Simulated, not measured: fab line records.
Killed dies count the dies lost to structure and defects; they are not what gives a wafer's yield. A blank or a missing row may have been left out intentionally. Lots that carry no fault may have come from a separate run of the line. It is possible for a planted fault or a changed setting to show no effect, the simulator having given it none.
Matching of chambers + flow gf180mcu + cmp-02 running GF_V2_CMP_26: 4 sister chambers
The step polishes, stops on SiO2, t overpolish 15 s, target thk 0 nm. 16 wafers are shown with their chamber, then 8 later ones without.

== EACH WAFER AND ITS CHAMBER ==
| wafer  | chamber | motor current A (A) | time to endpoint s (s) | overpolish run s (s) |
|--------|---------|---------------------|------------------------|----------------------|
| L639.1 | 1       | 9.9                 | 84                     | 14.996               |
| L639.2 | 2       | 11.9                | 83                     | 14.980               |
| L639.3 | 0       | 10.6                | 83                     | 15.000               |
| L650.2 | 3       | 11.8                | 82                     | 14.993               |
| L650.3 | 1       | 10.2                | 83                     | 14.990               |
| L650.6 | 1       | 10.5                | 84                     | 14.998               |
| L651.2 | 1       | 10.4                | 84                     | 15.006               |
| L651.4 | 2       | 11.8                | 82                     | 14.998               |
| L651.6 | 3       | 11.4                | 79                     | 15.004               |
| L652.1 | 3       | 11.7                | 80                     | 15.000               |
| L652.3 | 2       | 11.6                | 82                     | 14.971               |
| L652.5 | 0       | 11.0                | 78                     | 14.990               |
| L653.3 | 1       | 10.3                | 85                     | 14.996               |
| L653.4 | 0       | 11.3                | 82                     | 14.989               |
| L653.5 | 1       | 9.7                 | 85                     | 15.000               |
| L655.2 | 3       | 11.4                | 81                     | 15.002               |

SIGNATURES (averages over the wafers above)
| reading            | chamber 0 | chamber 1 | chamber 2 | chamber 3 | scatter within a chamber |
|--------------------|-----------|-----------|-----------|-----------|--------------------------|
| motor current A    | 10.967    | 10.167    | 11.767    | 11.575    | 0.273                    |
| time to endpoint s | 81.00     | 84.17     | 82.33     | 80.50     | 1.37                     |
| overpolish run s   | 14.99300  | 14.99767  | 14.98300  | 14.99975  | 0.00742                  |
Rule: distance of a wafer from a chamber = root of the sum over the readings of ((wafer's reading minus chamber's mean) / reading's scatter) squared. The wafer belongs to the nearest chamber; if the next one is less than 2 further off, it can't be placed. The scatter is the square root of a quotient: the sum, over the shown wafers, of each reading's squared deviation from its chamber's mean, divided by wafers minus chambers.

== WAFERS WITH NO CHAMBER GIVEN ==
| wafer  | motor current A (A) | time to endpoint s (s) | overpolish run s (s) |
|--------|---------------------|------------------------|----------------------|
| L655.4 | 11.0                | 83                     | 15.010               |
| L655.6 | 10.8                | 81                     | 14.992               |
| L656.1 | 10.5                | 85                     | 15.009               |
| L656.2 | 12.2                | 84                     | 15.006               |
| L656.3 | 11.8                | 82                     | 15.010               |
| L658.2 | 10.6                | 84                     | 15.019               |
| L658.3 | 11.5                | 85                     | 14.994               |
| L658.4 | 11.2                | 83                     | 14.998               |

== CHAMBER TAKEN BY EACH ==
| wafer  | from the rows above               | in truth |
|--------|-----------------------------------|----------|
| L655.4 | can't be placed: 0 or 3 or 1 or 2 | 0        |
| L655.6 | 0                                 | 0        |
| L656.1 | can't be placed: 1 or 0           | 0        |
| L656.2 | can't be placed: 3 or 2 or 0      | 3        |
| L656.3 | can't be placed: 3 or 2 or 0      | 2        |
| L658.2 | can't be placed: 1 or 0 or 3      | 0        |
| L658.3 | can't be placed: 2 or 3 or 0      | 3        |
| L658.4 | can't be placed: 0 or 3 or 2      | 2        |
1 of 8 placed correctly. From these rows, 7 cannot be placed; in 7 the true chamber is one of the candidates. 0 placed wrongly.
